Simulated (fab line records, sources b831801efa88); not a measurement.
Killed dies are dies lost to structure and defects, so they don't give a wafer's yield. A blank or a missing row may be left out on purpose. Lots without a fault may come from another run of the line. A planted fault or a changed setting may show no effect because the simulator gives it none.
fab line records | flow sky130
record lots=6 wafers=18 last_day=50
route steps=708 shown POLY_GATE@222 PAD_OPEN@708
lots that met no fault: from a run of the same line without faults
start_h: hours from the record's first day to the start of the lot's first wafer shown | wait_h: hours since the lot's step before | " the same as in the row above | L1.1+2: a row that stands for several wafers | - no value, or no start given | * or withheld: withheld | < > ~ a bound
route shown NAME@n: a module of which the file shows steps, and the number in the route of the first | usual: mean/standard deviation of fault-free wafers | same: alike in all rows | chamber/n: place in a boat | sites: the reading at each site | _std_site: their standard deviation | _edge_site: outer sites' mean less inner sites' | radius_mm: how far each site lies from the wafer's centre | mask NAME#n: copy n | behind: the tool/chamber that last shaped the wafer | hold: why the lot was held/for how many hours/how that ended | device: the transistor (n, p or np) that didn't switch | end of line: the same wafers' tests at the end of the route | a step without rows: its recipe alone | killed: dies lost to structure and defects at the first sort, not the wafer's yield | map: a wafer's dies, x killed, . not, _ none there
set.NAME: the setting as run; set.NAME@STEP: as run at that earlier step | model.NAME: the simulator's own value behind a step, which no gauge read
lots at some steps of the route; a table a step, a row a wafer
services: from which hour (start_h, from the record's first day; less than 0 if before it) a tool's chamber was out of use, for how many hours, and why
## steps
# step SKY_POLY_GATE_COAT_08
# recipe resist=KrF-thick spin_rpm=3000 resist_thk_nm=450
# step SKY_POLY_GATE_SOFTBAKE_09
# recipe temp_c=100 time_s=90 resist=KrF-thick
# step SKY_POLY_GATE_EXPOSE_10
# recipe mask_id=P1M na=0.68 source_shape=conventional sigma_outer=0.6 target_cd_nm=150 dose_mj=28
# step SKY_POLY_GATE_PEB_11
# recipe peb_temp_c=withheld peb_time_s=withheld resist=KrF-thick
# step SKY_POLY_GATE_DEVELOP_12
# recipe develop_time_s=60 resist=KrF-thick dev_temp_c=21
# step SKY_POLY_GATE_CD_MEAS_13
# recipe target_cd_nm=150
# usual cd_nm=150.0/1.3
# columns lot.wafer tool chamber start_h wait_h cd_nm
L659.1 cd_sem-01 - 405.80 - 151.3
L659.2 " - " " 149.2
L659.5 " - " " 151.7
L662.1 cd_sem-02 - 437.92 - 149.5
L662.2 " - " " 148.3
L662.6 " - " " 148.9
L668.1 cd_sem-01 - 493.67 - 149.2
L668.3 " - " " 149.2
L668.4 " - " " 148.9
L669.1 cd_sem-02 - 499.49 - 147.1
L669.3 " - " " 146.9
L669.5 " - " " 147.7
L677.1 cd_sem-02 - 561.38 - 150.5
L677.2 " - " " 150.8
L677.6 " - " " 150.8
L678.3 cd_sem-02 - 571.31 - 151.8
L678.4 " - " " 150.5
L678.5 " - " " 152.3
# step SKY_POLY_GATE_OVL_MEAS_14
# usual POLY_GATE_OVL=2/5.1
# columns lot.wafer tool chamber start_h wait_h POLY_GATE_OVL[nm]
L659.1 overlay-02 - 405.92 0.1 -3
L659.2 " - " " -3
L659.5 " - " " 6
L662.1 overlay-02 - 438.04 0.1 7
L662.2 " - " " 12
L662.6 " - " " 18
L668.1 overlay-01 - 493.79 0.1 -7
L668.3 " - " " -7
L668.4 " - " " -5
L669.1 overlay-02 - 499.61 0.1 0
L669.3 " - " " -8
L669.5 " - " " 2
L677.1 overlay-01 - 561.50 0.1 4
L677.2 " - " " 8
L677.6 " - " " 4
L678.3 overlay-01 - 571.40 0.1 -2
L678.4 " - " " -1
L678.5 " - " " 7
# step SKY_POLY_GATE_ETCH_15
# recipe chemistry=N2/H2 target=BARC ion_energy_ev=200 source_w=500 bias_w=100 pressure_mtorr=30 n2_flow_sccm=100 h2_flow_sccm=200 stop_on=SiO2 time_s=118.5 target_depth_a=1100
# usual drypump_motor_current_A=5.8/0.44 n2_flow_sccm=99.99/0.3 oes_product_au=0.717/0.0048 throttle_valve_pct=13.214/0.0088
# columns lot.wafer tool chamber start_h wait_h drypump_motor_current_A n2_flow_sccm oes_product_au rf_hours_counter_h throttle_valve_pct
L659.1 rie_diel-04 0 405.95 0.0 6.1 100.19 0.712 14 13.219
L659.2 " 3 " " 5.4 99.62 0.708 72 13.222
L659.5 " 3 " " 5.4 99.54 0.723 - 13.225
L662.1 rie_diel-03 2 438.08 0.0 5.4 100.19 0.723 1 13.209
L662.2 " 3 " " 5.5 99.80 0.717 58 13.212
L662.6 " 0 " " 6.6 99.53 0.726 - 13.210
L668.1 rie_diel-04 3 493.83 0.0 5.3 100.23 0.718 73 13.206
L668.3 " 2 " " 5.7 99.48 0.720 10 13.219
L668.4 " 0 " " 6.1 99.80 0.719 15 13.216
L669.1 rie_diel-03 3 499.65 0.0 5.5 100.05 0.712 59 13.222
L669.3 " 1 " " 6.4 100.12 0.718 5 13.206
L669.5 " 1 " " 6.4 100.00 0.720 - 13.206
L677.1 rie_diel-03 1 561.53 0.0 6.4 99.68 0.717 6 13.195
L677.2 " 2 " " 5.4 99.99 0.724 3 13.198
L677.6 " 2 " " 5.4 100.01 0.719 - 13.228
L678.3 rie_diel-04 2 571.43 0.0 5.7 99.81 0.713 12 13.223
L678.4 " 0 " " 6.1 100.52 0.719 17 13.231
L678.5 " 1 " " 5.9 100.20 0.709 - 13.215
# step SKY_POLY_GATE_ETCH_16
# recipe stop_on=poly-Si chemistry=CH3F/O2 target=Si3N4 source_w=400 bias_w=80 pressure_mtorr=25 ch3f_flow_sccm=40 O2_flow_sccm=30 time_s=147.5 target_depth_a=750
# usual drypump_motor_current_A=5.8/0.44 oes_product_au=0.640/0.0053 throttle_valve_pct=10.536/0.0093
# columns lot.wafer tool chamber start_h wait_h drypump_motor_current_A oes_product_au rf_hours_counter_h throttle_valve_pct
L659.1 rie_diel-04 0 406.03 0.0 6.1 0.645 14 10.536
L659.2 " 3 " " 5.3 0.641 72 10.529
L659.5 " 3 " " 5.3 0.637 - 10.541
L662.1 rie_diel-03 2 438.16 0.0 5.4 0.634 1 10.537
L662.2 " 3 " " 5.5 0.637 58 10.528
L662.6 " 0 " " 6.6 0.641 - 10.558
L668.1 rie_diel-04 3 493.91 0.0 5.4 0.635 73 10.554
L668.3 " 2 " " 5.7 0.635 10 10.536
L668.4 " 0 " " 6.1 0.637 15 10.537
L669.1 rie_diel-03 3 499.73 0.0 5.5 0.641 59 10.524
L669.3 " 1 " " 6.4 0.635 5 10.521
L669.5 " 1 " " 6.4 0.635 - 10.540
L677.1 rie_diel-03 1 561.61 0.0 6.4 0.638 6 10.541
L677.2 " 2 " " 5.3 0.639 4 10.537
L677.6 " 2 " " 5.4 0.636 - 10.531
L678.3 rie_diel-04 2 571.51 0.0 5.7 0.644 12 10.558
L678.4 " 0 " " 6.1 0.648 17 10.540
L678.5 " 1 " " 5.9 0.644 - 10.536
# step SKY_POLY_GATE_ETCH_17
# recipe target_depth_nm=180 stop_on=SiO2 over_etch_frac=0.56667 chemistry=HBr/Cl2 target=poly-Si icp_w=400 bias_w=100 pressure_mtorr=10 HBr_flow_sccm=150 Cl2_flow_sccm=50 time_s=70.5
# usual drypump_motor_current_A=5.8/0.7 oes_product_au=0.983/0.0078 throttle_valve_pct=33.683/0.0088
# columns lot.wafer tool chamber start_h wait_h drypump_motor_current_A oes_product_au rf_hours_counter_h throttle_valve_pct
L659.1 rie_si-02 2 406.13 0.0 6.4 0.982 2 33.678
L659.2 " 0 " " 5.2 0.992 40 33.683
L659.5 " 3 " " 5.3 0.982 - 33.695
L662.1 rie_si-01 1 438.26 0.0 6.3 0.988 6 33.673
L662.2 " 3 " " 4.9 0.988 55 33.661
L662.6 " 0 " " 5.1 0.985 - 33.684
L668.1 rie_si-01 0 494.01 0.0 5.2 0.986 1 33.686
L668.3 " 2 " " 6.7 0.977 4 33.675
L668.4 " 3 " " 4.9 0.987 56 33.681
L669.1 rie_si-02 2 499.83 0.0 6.3 0.979 3 33.694
L669.3 " 3 " " 5.3 0.986 3 33.686
L669.5 " 0 " " 5.2 0.974 - 33.711
L677.1 rie_si-02 3 561.71 0.0 5.3 0.974 3 33.689
L677.2 " 2 " " 6.4 0.974 3 33.683
L677.6 " 3 " " 5.3 0.989 - 33.681
L678.3 rie_si-01 0 571.61 0.0 5.2 0.981 2 33.682
L678.4 " 3 " " 4.9 0.984 0 33.682
L678.5 " 0 " " 5.2 0.985 - 33.692
# step SKY_POLY_GATE_STRIP_18
# recipe chemistry=O2/N2 power_w=1400 pressure_mtorr=1500 platen_temp_c=withheld o2_flow_sccm=3000 n2_flow_sccm=300 overash_fraction=0.5
# usual drypump_motor_current_A=5.9/0.53 n2_flow_sccm=299.9/0.89 oes_product_au=0.361/0.0049 strip_time_to_endpoint_s=3.18/0.032
# columns lot.wafer tool chamber start_h wait_h drypump_motor_current_A n2_flow_sccm oes_product_au rf_hours_counter_h strip_time_to_endpoint_s
L659.1 plasma_asher-02 1 406.19 0.0 5.1 299.9 0.363 71 3.23
L659.2 " 0 " " 6.4 300.6 0.357 71 3.16
L659.5 " 1 " " 5.1 299.7 0.369 - 3.18
L662.1 plasma_asher-03 0 438.31 0.0 5.7 299.6 0.360 1 3.18
L662.2 " 1 " " 5.9 299.8 0.357 1 3.17
L662.6 " 1 " " 5.9 299.9 0.350 - 3.14
L668.1 plasma_asher-02 0 494.06 0.0 6.4 300.4 0.356 80 3.17
L668.3 " 1 " " 5.1 300.7 0.369 - 3.25
L668.4 " 0 " " 6.4 300.2 0.361 - 3.22
L669.1 plasma_asher-02 1 499.89 0.0 5.0 300.3 0.361 81 3.21
L669.3 " 1 " " 5.1 298.9 0.359 - 3.15
L669.5 " 0 " " 6.4 299.4 0.349 - 3.14
L677.1 plasma_asher-03 1 561.77 0.0 5.9 299.6 0.364 11 3.22
L677.2 " 0 " " 5.7 301.1 0.360 11 3.24
L677.6 " 1 " " 5.9 299.8 0.361 - 3.22
L678.3 plasma_asher-03 1 571.70 0.1 5.9 298.3 0.361 - 3.19
L678.4 " 0 " " 5.7 300.5 0.358 - 3.19
L678.5 " 1 " " 5.9 299.0 0.350 - 3.13
# step SKY_POLY_GATE_CLEAN_19
# recipe chemistry=SC1/SC2 mix=1:4:20 temp_c=70 time_s=150 dry=n2_spin
# step SKY_POLY_GATE_OXIDATION_20
# recipe temp_c=850 ambient=O2 stabilise_s=600 purge_s=300 target_thk_a=40 ox_time_s=899
# usual spike_tc_bottom_C=867.8/1.4 spike_tc_centre_C=850.1/1 spike_tc_lower_C=848.4/0.99 spike_tc_top_C=862.5/1.2 spike_tc_upper_C=850.2/1.2 tube_center_temp_C=849.99/0.074 tube_center_temp_C_max=852.2/0.35 zone_power_lower_pct=15.25/0.16
# columns lot.wafer tool chamber start_h wait_h spike_tc_bottom_C spike_tc_centre_C spike_tc_lower_C spike_tc_top_C spike_tc_upper_C tube_center_temp_C tube_center_temp_C_max zone_power_lower_pct model.SiO2_of_POLY_GATE_OXIDATION_20.thk_nm
L659.1 furnace-01 0 409.52 3.2 868.8 849.4 846.2 864.4 848.9 850.01 852.5 15.41 4.104
L659.2 " 0 " " 869.8 850.3 847.4 862.7 848.5 849.99 852.4 15.14 4.138
L659.5 " 0 " " 869.5 851.3 847.0 863.5 849.8 850.13 852.4 15.02 4.135
L662.1 furnace-02 0 439.39 0.9 866.0 852.1 848.6 862.2 852.0 849.87 851.8 15.15 3.994
L662.2 " 0 " " 867.5 849.7 849.4 862.3 851.7 850.1 852.3 15.30 3.955
L662.6 " 0 " " 866.7 849.4 848.6 861.3 850.5 849.96 851.9 15.38 3.993
L668.1 furnace-02 0 494.71 0.5 855.6 836.6 836.3 850.5 839.1 837.64 840.2 14.83 3.367
L668.3 " 0 " " 854.1 836.5 835.7 847.7 839.5 837.81 840.3 14.71 3.336
L668.4 " 0 " " 853.8 837.5 833.8 850.1 837.7 837.76 840.4 14.67 3.304
L669.1 furnace-02 0 500.04 0.0 853.6 837.3 837.5 848.7 838.2 837.67 840.5 14.93 3.439
L669.3 " 0 " " 854.9 837.8 836.6 850.0 838.5 837.8 840.4 14.60 3.526
L669.5 " 0 " " 856.7 840.1 836.0 849.1 840.0 837.79 839.8 14.59 3.454
L677.1 furnace-02 0 561.92 0.0 867.2 849.4 849.6 864.6 850.9 849.97 852.3 15.31 3.984
L677.2 " 0 " " 867.6 852.3 848.2 863.2 850.1 850.02 852.0 15.10 4.004
L677.6 " 0 " " 867.1 850.3 847.3 860.8 851.7 850.1 851.8 15.39 4.001
L678.3 furnace-01 0 573.00 1.2 868.6 849.6 849.1 864.4 850.2 849.81 852.1 15.59 4.094
L678.4 " 0 " " 868.0 851.4 847.3 865.5 849.1 849.98 852.1 15.16 4.033
L678.5 " 0 " " 869.2 850.1 846.9 861.7 849.6 849.94 852.1 15.23 4.157
# step SKY_POLY_GATE_THK_MEAS_21
# recipe reads=SiO2_of_POLY_GATE_OXIDATION_20
# usual POLY_GATE_OXIDATION_THK=4.02/0.074
# columns lot.wafer tool chamber start_h wait_h POLY_GATE_OXIDATION_THK[nm]
L659.1 film_metro-04 - 410.77 0.0 4.13
L659.2 " - " " 4.19
L659.5 " - " " 4.15
L662.1 film_metro-04 - 440.64 0.0 3.98
L662.2 " - " " 3.93
L662.6 " - " " 3.98
L668.1 film_metro-03 - 495.96 0.0 3.39
L668.3 " - " " 3.35
L668.4 " - " " 3.35
L669.1 film_metro-04 - 501.29 0.0 3.43
L669.3 " - " " 3.57
L669.5 " - " " 3.47
L677.1 film_metro-04 - 563.17 0.0 4.01
L677.2 " - " " 3.98
L677.6 " - " " 3.99
L678.3 film_metro-03 - 574.27 0.0 4.12
L678.4 " - " " 4.01
L678.5 " - " " 4.10
# step SKY_POLY_GATE_CD_MEAS_22
# usual cd_nm=149.5/1.8
# columns lot.wafer tool chamber start_h wait_h cd_nm
L659.1 cd_sem-01 - 410.83 0.1 149.7
L659.2 " - " " 150.6
L659.5 " - " " 152.5
L662.1 cd_sem-02 - 440.70 0.1 148.8
L662.2 " - " " 149.3
L662.6 " - " " 147.2
L668.1 cd_sem-01 - 496.02 0.1 149.8
L668.3 " - " " 149.1
L668.4 " - " " 149.9
L669.1 cd_sem-01 - 501.35 0.1 147.2
L669.3 " - " " 145.2
L669.5 " - " " 145.1
L677.1 cd_sem-01 - 563.23 0.1 149.3
L677.2 " - " " 150.2
L677.6 " - " " 149.8
L678.3 cd_sem-01 - 574.37 0.1 149.2
L678.4 " - " " 151.5
L678.5 " - " " 149.7
# step SKY_PAD_OPEN_PROBE_99
# usual killed_at_M0_to_M3=43/6.7 killed_at_M4_up=3.2/1.8 killed_at_contacts=24/4.8 killed_at_front_end=16/4.2 killed_at_other=0.3/0.56 killed_dies=86/8.5 killed_open=47/6.7 killed_short=39/6
# same gross_dies=492 killed_at_back_side=0
# columns lot.wafer tool chamber start_h wait_h killed_at_M0_to_M3 killed_at_M4_up killed_at_contacts killed_at_front_end killed_at_other killed_dies killed_open killed_short model.etest.tip_sonos.rs_ohm_sq model.etest.tip_n.rs_ohm_sq
L659.1 prober-01 - 1099.44 0.1 26 3 24 12 0 65 35 30 2580 445
L659.2 prober-01 - 1099.49 0.1 52 2 24 18 0 96 62 34 2587 442.8
L659.5 prober-01 - 1099.64 0.2 49 0 23 10 0 82 44 38 2565 438.6
L662.1 prober-02 - 1120.90 0.1 45 5 26 19 0 95 49 46 2635 442.6
L662.2 prober-02 - 1120.95 0.1 45 2 21 14 0 82 46 36 2657 441.9
L662.6 prober-02 - 1121.15 0.2 43 2 22 14 0 81 48 33 2626 444.7
L668.1 prober-02 - 1151.95 0.1 28 6 29 11 0 74 49 25 2556 428.7
L668.3 prober-02 - 1152.05 0.2 43 0 25 19 0 87 57 30 2587 434.8
L668.4 prober-02 - 1152.10 0.2 43 4 27 14 0 88 49 39 2555 431.1
L669.1 prober-01 - 1159.06 0.1 43 5 15 13 0 76 35 41 2526 432.1
L669.3 prober-01 - 1159.16 0.2 29 2 32 13 0 76 43 33 2478 431.9
L669.5 prober-01 - 1159.26 0.2 38 2 26 16 0 82 48 34 2490 429.3
L677.1 prober-01 - 1193.86 0.1 43 3 21 12 0 79 38 41 2669 444.5
L677.2 prober-01 - 1193.91 0.1 41 4 23 17 1 86 53 33 2665 438.2
L677.6 prober-01 - 1194.11 0.2 45 3 26 11 0 85 38 47 2666 446.7
L678.3 prober-02 - 1197.93 0.2 42 4 20 17 0 83 51 31 2654 441.9
L678.4 prober-02 - 1197.98 0.2 45 6 24 25 0 100 52 47 2643 442.4
L678.5 prober-02 - 1198.03 0.2 42 3 24 14 0 83 43 39 2635 442.6
# killed by level:class
L659.1 CONTACT:geometric_particle:open=10 CONTACT:geometric_particle:short=7 VIA3:geometric_particle:open=7 VIA1:geometric_particle:open=5 FIELD_ISO:geometric_particle:short=4 LI_CONTACT:geometric_particle:open=4 METAL3:geometric_particle:short=4 POLY_GATE:geometric_particle:open=3
L659.2 VIA3:geometric_particle:open=14 VIA1:geometric_particle:open=14 LI_CONTACT:geometric_particle:open=11 CONTACT:geometric_particle:open=7 FIELD_ISO:geometric_particle:open=6 VIA2:geometric_particle:open=5 METAL2:geometric_particle:short=5 FIELD_ISO:geometric_particle:short=4
L659.5 VIA3:geometric_particle:open=10 VIA1:geometric_particle:open=8 LI_CONTACT:geometric_particle:open=7 CONTACT:geometric_particle:open=6 METAL1:geometric_particle:short=5 VIA1:geometric_particle:short=5 METAL2:geometric_particle:short=5 VIA2:geometric_particle:open=5
L662.1 VIA1:geometric_particle:open=14 CONTACT:geometric_particle:open=8 LOCAL_INTERCONNECT:geometric_particle:short=7 SPACER:geometric_particle:short=6 LI_CONTACT:geometric_particle:open=6 VIA3:geometric_particle:open=6 FIELD_ISO:geometric_particle:open=5 POLY_GATE:geometric_particle:short=5
L662.2 VIA2:geometric_particle:open=12 VIA1:geometric_particle:open=10 CONTACT:geometric_particle:open=6 VIA3:geometric_particle:open=6 LI_CONTACT:geometric_particle:open=5 METAL1:geometric_particle:short=5 METAL3:geometric_particle:short=5 POLY_GATE:geometric_particle:short=4
L662.6 LI_CONTACT:geometric_particle:open=10 VIA1:geometric_particle:open=9 METAL2:geometric_particle:short=8 VIA3:geometric_particle:open=7 VIA2:geometric_particle:open=6 VIA1:geometric_particle:short=5 POLY_GATE:geometric_particle:open=5 METAL1:geometric_particle:short=5
L668.1 CONTACT:geometric_particle:open=15 VIA1:geometric_particle:open=10 LI_CONTACT:geometric_particle:open=7 METAL4:geometric_particle:short=6 LI_CONTACT:geometric_particle:short=4 FIELD_ISO:geometric_particle:short=3 POLY_GATE:geometric_particle:open=3 METAL1:geometric_particle:open=3
L668.3 VIA1:geometric_particle:open=14 CONTACT:geometric_particle:open=10 VIA3:geometric_particle:open=8 FIELD_ISO:geometric_particle:short=5 LI_CONTACT:geometric_particle:open=5 POLY_GATE:geometric_particle:open=5 VIA2:geometric_particle:open=5 FIELD_ISO:geometric_particle:open=4
L668.4 VIA1:geometric_particle:open=13 LI_CONTACT:geometric_particle:open=9 CONTACT:geometric_particle:open=8 METAL2:geometric_particle:short=7 VIA2:geometric_particle:open=7 POLY_GATE:geometric_particle:short=6 METAL1:geometric_particle:short=5 CONTACT:geometric_particle:short=4
L669.1 VIA1:geometric_particle:open=9 METAL1:geometric_particle:short=6 FIELD_ISO:geometric_particle:short=5 METAL2:geometric_particle:short=5 LI_CONTACT:geometric_particle:open=5 VIA2:geometric_particle:short=5 CONTACT:geometric_particle:open=4 CONTACT:geometric_particle:short=4
L669.3 CONTACT:geometric_particle:short=8 FIELD_ISO:geometric_particle:open=7 LI_CONTACT:geometric_particle:open=7 CONTACT:geometric_particle:open=7 VIA1:geometric_particle:open=6 LOCAL_INTERCONNECT:geometric_particle:short=5 LI_CONTACT:geometric_particle:short=4 VIA3:geometric_particle:open=4
L669.5 VIA1:geometric_particle:open=9 CONTACT:geometric_particle:open=7 LI_CONTACT:geometric_particle:open=6 CONTACT:geometric_particle:short=6 VIA3:geometric_particle:open=6 FIELD_ISO:geometric_particle:open=5 POLY_GATE:geometric_particle:open=5 VIA2:geometric_particle:open=5
L677.1 VIA1:geometric_particle:open=14 METAL1:geometric_particle:short=9 LI_CONTACT:geometric_particle:open=7 METAL2:geometric_particle:short=5 POLY_GATE:geometric_particle:short=5 LOCAL_INTERCONNECT:geometric_particle:short=5 CONTACT:geometric_particle:open=5 VIA2:geometric_particle:short=4
L677.2 VIA1:geometric_particle:open=9 VIA2:geometric_particle:open=7 VIA3:geometric_particle:open=7 CONTACT:geometric_particle:open=6 FIELD_ISO:geometric_particle:open=5 LI_CONTACT:geometric_particle:open=5 LOCAL_INTERCONNECT:geometric_particle:short=5 CONTACT:geometric_particle:short=4
L677.6 VIA1:geometric_particle:open=12 VIA1:geometric_particle:short=10 LOCAL_INTERCONNECT:geometric_particle:short=10 LI_CONTACT:geometric_particle:open=7 CONTACT:geometric_particle:open=6 METAL2:geometric_particle:short=5 POLY_GATE:geometric_particle:open=4 METAL3:geometric_particle:short=4
L678.3 CONTACT:geometric_particle:open=10 VIA1:geometric_particle:open=9 VIA2:geometric_particle:open=8 VIA3:geometric_particle:open=7 FIELD_ISO:geometric_particle:short=5 VIA3:geometric_particle:short=5 VIA2:geometric_particle:short=4 LI_CONTACT:geometric_particle:open=4
L678.4 CONTACT:geometric_particle:open=9 VIA1:geometric_particle:open=9 VIA2:geometric_particle:open=8 FIELD_ISO:geometric_particle:short=7 LOCAL_INTERCONNECT:geometric_particle:short=7 VIA1:geometric_particle:short=7 LI_CONTACT:geometric_particle:open=6 METAL4:geometric_particle:short=5
L678.5 CONTACT:geometric_particle:open=10 VIA2:geometric_particle:open=7 VIA1:geometric_particle:open=7 METAL3:geometric_particle:short=7 LI_CONTACT:geometric_particle:open=5 FIELD_ISO:geometric_particle:short=4 CONTACT:geometric_particle:short=4 METAL1:geometric_particle:short=4
## services
# columns tool chamber start_h hours kind
rie_si-02 - 392.42 2.8 pm
furnace-02 - 395.06 2.7 pm
rie_si-01 3 395.11 11.6 repair
rie_diel-03 2 399.62 12.7 repair
furnace-02 - 405.15 3.3 pm
plasma_asher-03 - 421.25 9.0 pm
rie_si-01 1 432.04 4.7 repair
rie_si-01 1 439.68 7.3 repair
rie_si-01 3 452.37 14.8 repair
rie_diel-03 - 468.70 0.2 repair
plasma_asher-03 - 482.90 1.2 repair
rie_si-02 1 489.42 22.3 repair
plasma_asher-03 - 491.84 14.6 pm
rie_diel-04 1 499.22 6.4 repair
rie_diel-03 - 505.85 2.8 pm
rie_si-01 0 514.20 4.5 repair
rie_si-01 2 514.69 1.6 repair
rie_diel-03 2 522.08 5.4 repair
rie_diel-03 1 528.15 10.1 repair
rie_si-02 3 530.90 1.0 repair
rie_diel-03 3 533.69 4.0 repair
rie_diel-03 3 562.19 10.0 repair
furnace-02 - 563.17 3.8 pm
furnace-02 - 569.35 12.1 pm
## key
first_sign step=SKY_POLY_GATE_OXIDATION_20 reading=tube_center_temp_C direction=down sigmas=99+ usual=* struck=*
effect step=SKY_POLY_GATE_OXIDATION_20 reading=tube_center_temp_C_max direction=down sigmas=34 usual=* struck=*
effect step=SKY_POLY_GATE_THK_MEAS_21 reading=POLY_GATE_OXIDATION_THK direction=down sigmas=8.1 usual=4.02 struck=3.43
model_effect step=SKY_POLY_GATE_OXIDATION_20 value=SiO2_of_POLY_GATE_OXIDATION_20.thk_nm without=3.989 struck=3.404
model_effect step=SKY_PAD_OPEN_PROBE_99 value=etest.tip_sonos.rs_ohm_sq without=2622 struck=2532
met_at SKY_POLY_GATE_OXIDATION_20
struck_wafers L668.1,L668.3,L668.4,L669.1,L669.3,L669.5
tester_left_out L668,L669
onset_between 439.39 494.71
fault kind=process_parameter_drift tool=furnace-02 chamber=- onset_h=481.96 steps=SKY_POLY_GATE_OXIDATION_20 channel=temp_c offset=* shape=step end_h=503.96 acts_in=* stated=*
# tester_left_out: of these lots the tester's yield and bins aren't shown, on N5 and GAA mostly nor the transistor test; their killed dies are dies lost to structure and defects alone, not to doping, threshold or leakage, so they don't give the yield
